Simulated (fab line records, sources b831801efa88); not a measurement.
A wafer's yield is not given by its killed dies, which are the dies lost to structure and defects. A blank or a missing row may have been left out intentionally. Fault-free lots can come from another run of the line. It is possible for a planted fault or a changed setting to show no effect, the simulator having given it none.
Code-filled problem report in 8D (eight disciplines) form | flow gf180mcu | the parts of the form that need people (team, actions taken, sign-off) are left out

== 1. WHAT WENT WRONG ==
Across 9 wafers from 3 lots, PSD_TW at GF_PSD_TW_MEAS_11 averages 3448, while fault-free wafers read 3208 with a standard deviation of 16. That puts it +15 standard deviations away from the usual mean.
The first sign was on wafer L713.2 at day 21 12:33, on film-metro-01. The record has a number at this step for 33 wafers belonging to 11 lots. Rule for "out", or "out of limits": more than 4 standard deviations from the usual mean. All remaining wafers that have a number are taken as sound.

== 2. WHAT IT IS, AND WHAT IT ISN'T ==
question                    | is                                          | is not
which readings at this step | PSD_TW                                      | -
which lots                  | L713, L714, L716                            | L695, L698, L701, L702, L703, L704, L707, L708
which wafers of those lots  | all that have a number                      | -
read on which gauges        | film-metro-01, film-metro-02, film-metro-04 | -
when                        | from day 21 12:33                           | up to then (24 sound wafers)

== 3. WHAT RULES OUT EACH SUSPECT ==
Counting: any tool at a process step up to the reading is kept as a suspect provided that every lot that is out went through it and no sound lot did after the first of them.
- ruled out: the gauge at GF_PSD_TW_MEAS_11. The wafers that are out were read on 3 gauges (film-metro-01, film-metro-02, film-metro-04).
- implanter-01 at GF_PSD_IMPLANT_09: kept. Every lot that is out went through it, starting with L713 (day 21 12:19), and after that it ran no sound lot; the last sound lot it ran before then is L708 (day 19 13:59). Out on those wafers are its own readings of beam-on-s, end-station-pressure-torr, faraday-current-uA.
The count leaves implanter-01 at GF_PSD_IMPLANT_09.

== 4. THE CAUSE (what the simulator had put in) ==
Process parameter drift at GF_PSD_IMPLANT_09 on implanter-01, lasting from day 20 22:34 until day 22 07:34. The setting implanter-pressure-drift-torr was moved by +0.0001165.
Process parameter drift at GF_PSD_IMPLANT_09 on implanter-01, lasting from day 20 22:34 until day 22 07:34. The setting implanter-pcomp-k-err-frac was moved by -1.
Counting left only this tool.

== 5. THE EFFECT CHAIN, in route order ==
One row per reading whose mean, taken over the struck wafers that have a number, lies over 3 standard deviations from the usual. Readings are gone through only where the record gives a usual standard deviation; hours: the median, over the lots, of the time from a lot's start at the first step in this table giving one to that lot's start at this step; sigmas: the change measured in usual standard deviations.
hours | step              | reading                   | usual         | on struck wafers | change    | sigmas
0     | GF_PSD_IMPLANT_09 | beam-on-s                 | 9.99 s        | 14.76            | +4.77     | +23
0     | GF_PSD_IMPLANT_09 | end-station-pressure-torr | 1.18e-05 Torr | 1.30e-04         | +1.19e-04 | +99 or more
0     | GF_PSD_IMPLANT_09 | faraday-current-uA        | 8258          | 5791             | -2467     | -15
0     | GF_PSD_STRIP_10   | oes-product-au            | 0.592 a.u.    | 0.566            | -0.026    | -5.6
0     | GF_PSD_STRIP_10   | strip-time-to-endpoint-s  | 16.51 s       | 17.80            | +1.29     | +40
0     | GF_PSD_TW_MEAS_11 | PSD_TW                    | 3208          | 3448             | +240      | +15
4     | GF_PSD_RS_MEAS_15 | PSD_RS                    | 108.48 ohm/sq | 101.71           | -6.77     | -29
Process steps it contains:
- GF_PSD_IMPLANT_09
- GF_PSD_STRIP_10: strips in O2/N2.
Later measuring or inspecting steps at which every struck wafer that the step has a row for has a number for every such reading, and none has moved that far: GF_CONTACT_BOW_MEAS_05.

== 6. HOW IT WOULD HAVE BEEN CAUGHT EARLIER ==
Counted from the fault's start at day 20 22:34, it took 14 hours until the first out-of-limits reading at a measuring or inspecting step in this record, taken at day 21 12:33.
Tool's own readings at GF_PSD_IMPLANT_09, beam-on-s, end-station-pressure-torr, faraday-current-uA: out on all struck wafers the step has rows for; an alarm limit on them would have tripped on the first.
Among the 3 lots that are out, L714, L716 began GF_PSD_IMPLANT_09 on implanter-01 after day 21 12:33. A hold on the tool at that time would have spared those 2.
